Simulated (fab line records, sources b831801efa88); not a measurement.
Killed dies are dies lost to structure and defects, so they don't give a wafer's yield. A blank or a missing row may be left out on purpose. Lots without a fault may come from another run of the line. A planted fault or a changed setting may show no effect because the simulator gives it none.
A struck lot beside a sound one | flow gf180mcu | 16 steps out of a route of 602
Sound: wafers L652.4, L652.5, L652.6. Struck: wafers L667.1, L667.2, L667.3. The cause comes at the end.
At each step with rows: each side's tool, then ch and its chambers, then its first start. Under that, the readings that differ: sound wafers | struck wafers | difference of the means | sigmas: that difference in standard deviations of wafers without a fault.
alike: readings whose means differ by less than 2 such deviations, and words and numbers that are the same on both sides. not compared: withheld readings, readings that some wafer has no value for, bounds like >300 that may hide the same value, and numbers for which the record gives no deviation and whose values overlap.
The two part at a step that has a row with sigmas, a row that says differs or no value, or rows on one side only. Numbers that don't overlap but have no deviation are shown without sigmas and don't part them. A reading that every wafer of one side lacks parts them only if that side has two wafers or more.

first, 3 steps without rows for these wafers: GF_M5_EXPOSE_04 (exposes mask Metal5, target cd 280 nm); GF_M5_PEB_05 (peb time 90 s); GF_M5_DEVELOP_06 (develop time 60 s).
GF_M5_CD_MEAS_07: target cd 280 nm.
  sound on cd_sem-01, day 28 04:40; struck on cd_sem-01, day 32 01:23
  alike: cd_nm
GF_M5_OVL_MEAS_08:
  sound on overlay-01, day 28 04:45; struck on overlay-02, day 32 01:30
  alike: M5_OVL
GF_M5_ETCH_09: etches Si3N4 in CF4/O2, target depth 52 nm, time 11.6 s.
  sound on rie_diel-04 ch 2,3, day 28 04:46; struck on rie_diel-02 ch 1,2,3, day 32 01:32
  alike: drypump_motor_current_A, oes_product_au, throttle_valve_pct
  not compared: rf_hours_counter_h
GF_M5_METAL_ETCH_10: etches the open film in Cl2/BCl3, stops on SiO2, target depth 627.5 nm, time 104.6 s.
  sound on rie_metal-02 ch 0,1, day 28 04:49; struck on rie_metal-04 ch 1, day 32 01:34
  reading                     | sound          | struck         | difference | sigmas
  drypump_motor_current_A (A) | 5.40 5.46 5.33 | 5.80 5.78 5.79 | +0.39      | +2
  alike: bcl3_flow_sccm, oes_product_au, throttle_valve_pct
  not compared: rf_hours_counter_h
GF_M5_STRIP_11: strips in O2/N2.
  sound on plasma_asher-03 ch 0,1, day 28 04:56; struck on plasma_asher-02 ch 0,1, day 32 01:47
  reading            | sound       | struck      | difference | sigmas
  heater_power_w (W) | 355 350 328 | 293 309 296 | -45        | -2
  alike: drypump_motor_current_A, oes_product_au, strip_time_to_endpoint_s
  not compared: rf_hours_counter_h
then, 3 steps without rows for these wafers: GF_M5_STRIP_12 (strips in post etch residue remover, time 1200 s); GF_M5_CLEAN_13 (cleans in DIW); GF_V5_CVD_00 (deposits SiO2, target thk 300 nm, time 50 s).
GF_V5_THK_MEAS_01:
  sound on film_metro-03, day 28 05:32; struck on film_metro-01, day 32 02:22
  alike: V5_CVD_00_THK
GF_V5_CVD_02: deposits SiO2 from TEOS, target thk 1450 nm, time 163.28 s.
  sound on pecvd-01 ch 0,1,2, day 28 05:37; struck on pecvd-01 ch 0,1,2, day 32 02:25
  reading                             | sound             | struck            | difference | sigmas
  rf_fwd_power_W (W)                  | 601.2 600.1 595.0 | 357.3 356.2 359.0 | -241.3     | -99 or more
  model.SiO2_of_V5_CVD_02.thk_nm (nm) | 1434 1478 1493    | 1235 1238 1267    | -222       |
  alike: heater_power_w
GF_V5_THK_MEAS_03:
  sound on film_metro-01, day 28 05:43; struck on film_metro-03, day 32 02:32
  reading            | sound          | struck         | difference | sigmas
  V5_CVD_02_THK (nm) | 1434 1480 1493 | 1235 1237 1266 | -223       | -11
GF_V5_CMP_04: polishes SiO2.
  sound on cmp-01 ch 0,3, day 28 05:47; struck on cmp-01 ch 1,2,3, day 32 02:36
  alike: motor_current_A, retaining_ring_pressure_frac, slurry_filter_dp_kPa
GF_PASSIVATION_PROBE_99:
  the record has rows for the sound wafers here (prober-01, day 30 19:37) and none for the struck ones

WHERE THEY PART
First at GF_M5_METAL_ETCH_10; last, within this record, at GF_PASSIVATION_PROBE_99.

WHY: what the simulator had put in
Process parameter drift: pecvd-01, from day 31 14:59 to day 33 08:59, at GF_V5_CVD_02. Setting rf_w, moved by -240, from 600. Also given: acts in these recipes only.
